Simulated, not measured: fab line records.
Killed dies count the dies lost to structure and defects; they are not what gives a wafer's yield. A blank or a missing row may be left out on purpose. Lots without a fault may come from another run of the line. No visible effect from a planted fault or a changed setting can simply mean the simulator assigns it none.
2 desks looking at one fault    flow sky130    only its own numbers are on each desk; what lay behind them is given at the end

== AT THE TOOL OWNER'S DESK: plasmaAsher-02 ==
The tool's own readings at SKY_FIELD_ISO_STRIP_16 (strips in O2/N2): means of the sampled wafers that have a number, for each lot that ran on this tool. The brackets show how far a lot's mean lies from the usual mean; more than 4 standard deviations puts the lot out of limits, marked OUT.
Columns: A = drypumpMotorCurrentA at SKY_FIELD_ISO_STRIP_16, usual 5.6 A; B = oesProductAu at SKY_FIELD_ISO_STRIP_16, usual 0.377 a.u.; C = stripTimeToEndpointS at SKY_FIELD_ISO_STRIP_16, usual 3.52 s
lot   first seen here  A    B      C
L873  day 3 03:12      4.9  0.382  3.52
L878  day 4 06:08      4.9  0.378  3.50
L880  day 4 19:56      4.9  0.379  3.51
L881  day 4 21:01      4.8  0.377  3.51
Finding of this desk: none of the 4 lots has anything out of limits.

== METROLOGY DESK ==
Means of the sampled wafers that have a number, per lot and without regard to the tool the lot ran on: this is what the gauges read. The brackets show how far a lot's mean lies from the usual mean; more than 4 standard deviations puts the lot out of limits, marked OUT.
Columns: A = VT_ADJUST_HVTP_TW at SKY_VT_ADJUST_HVTP_TW_MEAS_11, usual 1364; B = cdNm at SKY_VT_ADJUST_NCORE_CD_MEAS_07, usual 379.9 nm; C = POLY_GATE_CVD_00_THK at SKY_POLY_GATE_THK_MEAS_01, usual 180.1 nm
lot   first seen here  A     B      C
L869  day 6 04:29      1375  380.8  181.7
L871  day 6 16:06      1362  381.6  180.4
L873  day 7 03:20      1373  379.0  180.7
L875  day 7 16:50      1384  376.2  179.8
L878  day 8 14:44      1354  381.0  177.6
L880  day 9 06:14      1362  381.2  179.7
L881  day 9 07:08      1355  380.0  180.4
L882  day 9 13:52      1369  381.9  176.6
L886  day 10 13:18     1385  380.7  179.0
L887  day 11 00:42     1371  378.9  180.2
L889  day 11 08:47     1345  381.7  181.5
L890  day 11 12:52     1352  377.0  179.4
L891  day 11 19:34     1352  379.9  182.0
Finding of this desk: none of the 13 lots has anything out of limits.

== PUT TOGETHER ==
Nothing out of limits was seen by the tool owner's desk.
Metrology desk: nothing out of limits seen.

== WHAT HAD BEEN PUT IN BY THE SIMULATOR ==
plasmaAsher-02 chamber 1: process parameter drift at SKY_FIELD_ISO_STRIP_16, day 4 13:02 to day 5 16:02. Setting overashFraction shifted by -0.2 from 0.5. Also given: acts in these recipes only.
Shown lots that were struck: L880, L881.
